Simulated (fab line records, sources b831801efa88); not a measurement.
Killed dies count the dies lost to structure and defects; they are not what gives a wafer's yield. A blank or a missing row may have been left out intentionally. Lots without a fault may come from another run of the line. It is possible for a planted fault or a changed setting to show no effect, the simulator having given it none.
Check for tools in common || flow sky130 || 12 lots and 36 wafers in the sample

THE REASON FOR OPENING IT
Of 12 lots, 2 have the reading LDD_HVN_TW flagged at SKY_LDD_HVN_TW_MEAS_10. Wafers without a fault read 1419, standard deviation 10.
Rule: flag the lot when none of its wafers has a number, or when each of its wafers that has one lies beyond 4 standard deviations from that mean. As for the other lots, they are considered sound.

{"lot": "L814", "measured": "day 19 23:26", "on": "film_metro-01", "LDD_HVN_TW, wafer by wafer": "1426 1419 1415", "flag": ""}
{"lot": "L818", "measured": "day 21 18:31", "on": "film_metro-01", "LDD_HVN_TW, wafer by wafer": "1429 1438 1429", "flag": ""}
{"lot": "L819", "measured": "day 22 15:23", "on": "film_metro-02", "LDD_HVN_TW, wafer by wafer": "1421 1412 1410", "flag": ""}
{"lot": "L820", "measured": "day 22 20:06", "on": "film_metro-02", "LDD_HVN_TW, wafer by wafer": "1425 1416 1418", "flag": ""}
{"lot": "L821", "measured": "day 23 02:08", "on": "film_metro-03", "LDD_HVN_TW, wafer by wafer": "1423 1409 1408", "flag": ""}
{"lot": "L823", "measured": "day 23 12:48", "on": "film_metro-01", "LDD_HVN_TW, wafer by wafer": "1426 1427 1421", "flag": ""}
{"lot": "L822", "measured": "day 23 15:32", "on": "film_metro-02", "LDD_HVN_TW, wafer by wafer": "1430 1426 1423", "flag": ""}
{"lot": "L827", "measured": "day 25 06:22", "on": "film_metro-02", "LDD_HVN_TW, wafer by wafer": "1430 1430 1429", "flag": ""}
{"lot": "L828", "measured": "day 25 12:30", "on": "film_metro-01", "LDD_HVN_TW, wafer by wafer": "1435 1430 1438", "flag": ""}
{"lot": "L831", "measured": "day 26 18:36", "on": "film_metro-02", "LDD_HVN_TW, wafer by wafer": "1412 1414 1412", "flag": ""}
{"lot": "L834", "measured": "day 27 10:07", "on": "film_metro-02", "LDD_HVN_TW, wafer by wafer": "1547 1535 1542", "flag": "FLAGGED"}
{"lot": "L835", "measured": "day 27 16:13", "on": "film_metro-02", "LDD_HVN_TW, wafer by wafer": "1544 1542 1543", "flag": "FLAGGED"}
The mean of the flagged lots' numbers is 1542, +123 from the usual (+12 standard deviations).

WHICH TOOL RAN EACH LOT
2 process steps preceding the reading are held in the record, out of 708 steps in the route. Read each cell as the tool, then ch plus the chambers that the sampled wafers visited, then the start.
{"lot": "L814", "flag": "", "SKY_VT_ADJUST_LVTN_STRIP_09": "plasma_asher-01 ch 0,1, day 6 18:57", "SKY_LDD_HVN_IMPLANT_08": "implanter-04 ch 0, day 19 23:13"}
{"lot": "L818", "flag": "", "SKY_VT_ADJUST_LVTN_STRIP_09": "plasma_asher-04 ch 0,1, day 7 21:23", "SKY_LDD_HVN_IMPLANT_08": "implanter-03 ch 0, day 21 18:16"}
{"lot": "L819", "flag": "", "SKY_VT_ADJUST_LVTN_STRIP_09": "plasma_asher-03 ch 0,1, day 8 07:30", "SKY_LDD_HVN_IMPLANT_08": "implanter-04 ch 0, day 22 15:08"}
{"lot": "L820", "flag": "", "SKY_VT_ADJUST_LVTN_STRIP_09": "plasma_asher-04 ch 0,1, day 8 12:33", "SKY_LDD_HVN_IMPLANT_08": "implanter-04 ch 0, day 22 19:52"}
{"lot": "L821", "flag": "", "SKY_VT_ADJUST_LVTN_STRIP_09": "plasma_asher-01 ch 0,1, day 8 17:39", "SKY_LDD_HVN_IMPLANT_08": "implanter-02 ch 0, day 23 01:53"}
{"lot": "L823", "flag": "", "SKY_VT_ADJUST_LVTN_STRIP_09": "plasma_asher-03 ch 0,1, day 9 03:05", "SKY_LDD_HVN_IMPLANT_08": "implanter-04 ch 0, day 23 12:34"}
{"lot": "L822", "flag": "", "SKY_VT_ADJUST_LVTN_STRIP_09": "plasma_asher-01 ch 0,1, day 9 00:53", "SKY_LDD_HVN_IMPLANT_08": "implanter-04 ch 0, day 23 15:17"}
{"lot": "L827", "flag": "", "SKY_VT_ADJUST_LVTN_STRIP_09": "plasma_asher-01 ch 0,1, day 10 11:18", "SKY_LDD_HVN_IMPLANT_08": "implanter-04 ch 0, day 25 06:08"}
{"lot": "L828", "flag": "", "SKY_VT_ADJUST_LVTN_STRIP_09": "plasma_asher-03 ch 0,1, day 10 16:57", "SKY_LDD_HVN_IMPLANT_08": "implanter-03 ch 0, day 25 12:15"}
{"lot": "L831", "flag": "", "SKY_VT_ADJUST_LVTN_STRIP_09": "plasma_asher-01 ch 0,1, day 11 14:58", "SKY_LDD_HVN_IMPLANT_08": "implanter-02 ch 0, day 26 18:21"}
{"lot": "L834", "flag": "FLAGGED", "SKY_VT_ADJUST_LVTN_STRIP_09": "plasma_asher-03 ch 0,1, day 12 06:05", "SKY_LDD_HVN_IMPLANT_08": "implanter-03 ch 0, day 27 09:52"}
{"lot": "L835", "flag": "FLAGGED", "SKY_VT_ADJUST_LVTN_STRIP_09": "plasma_asher-04 ch 0,1, day 12 12:44", "SKY_LDD_HVN_IMPLANT_08": "implanter-03 ch 0, day 27 15:59"}
What these steps do:
- SKY_VT_ADJUST_LVTN_STRIP_09: strips in O2/N2.
- SKY_LDD_HVN_IMPLANT_08
- SKY_LDD_HVN_TW_MEAS_10

FLAGGED OVER TOTAL, TOOL BY TOOL (the gauges that took the reading come last)
{"step": "SKY_VT_ADJUST_LVTN_STRIP_09", "tool": "plasma_asher-01", "lots run": 5, "flagged": 0, "share of the flagged lots": "none", "sound lots run after its first flagged lot": "-"}
{"step": "SKY_VT_ADJUST_LVTN_STRIP_09", "tool": "plasma_asher-03", "lots run": 4, "flagged": 1, "share of the flagged lots": "some", "sound lots run after its first flagged lot": 0}
{"step": "SKY_VT_ADJUST_LVTN_STRIP_09", "tool": "plasma_asher-04", "lots run": 3, "flagged": 1, "share of the flagged lots": "some", "sound lots run after its first flagged lot": 0}
{"step": "SKY_LDD_HVN_IMPLANT_08", "tool": "implanter-02", "lots run": 2, "flagged": 0, "share of the flagged lots": "none", "sound lots run after its first flagged lot": "-"}
{"step": "SKY_LDD_HVN_IMPLANT_08", "tool": "implanter-03", "lots run": 4, "flagged": 2, "share of the flagged lots": "all", "sound lots run after its first flagged lot": 0}
{"step": "SKY_LDD_HVN_IMPLANT_08", "tool": "implanter-04", "lots run": 6, "flagged": 0, "share of the flagged lots": "none", "sound lots run after its first flagged lot": "-"}
{"step": "SKY_LDD_HVN_TW_MEAS_10", "tool": "film_metro-01", "lots run": 4, "flagged": 0, "share of the flagged lots": "none", "sound lots run after its first flagged lot": "-"}
{"step": "SKY_LDD_HVN_TW_MEAS_10", "tool": "film_metro-02", "lots run": 7, "flagged": 2, "share of the flagged lots": "all", "sound lots run after its first flagged lot": 0}
{"step": "SKY_LDD_HVN_TW_MEAS_10", "tool": "film_metro-03", "lots run": 1, "flagged": 0, "share of the flagged lots": "none", "sound lots run after its first flagged lot": "-"}

WHAT THE TABLE ALLOWS
Rows of the table that ran all the flagged lots, 2 in number: implanter-03 at SKY_LDD_HVN_IMPLANT_08; film_metro-02 at SKY_LDD_HVN_TW_MEAS_10.
- implanter-03 at SKY_LDD_HVN_IMPLANT_08 ran 4 lots, 2 of them flagged. A fault beginning between L828 (day 25 12:15), its last sound lot, and L834 (day 27 09:52), its first flagged one, fits the data. Its own readings (beam_energy_keV) fall more than 4 standard deviations out on all wafers of the flagged lots.
- film_metro-02 at SKY_LDD_HVN_TW_MEAS_10 ran 7 lots, 2 of them flagged. A fault beginning between L831 (day 26 18:36), its last sound lot, and L834 (day 27 10:07), its first flagged one, fits the data.
These 2 tools cannot be told apart by counting lots, since each of them fits a fault that started at some hour. More lots, or a look at what each step does to the wafer, might.

WHAT HAD BEEN PUT IN BY THE SIMULATOR
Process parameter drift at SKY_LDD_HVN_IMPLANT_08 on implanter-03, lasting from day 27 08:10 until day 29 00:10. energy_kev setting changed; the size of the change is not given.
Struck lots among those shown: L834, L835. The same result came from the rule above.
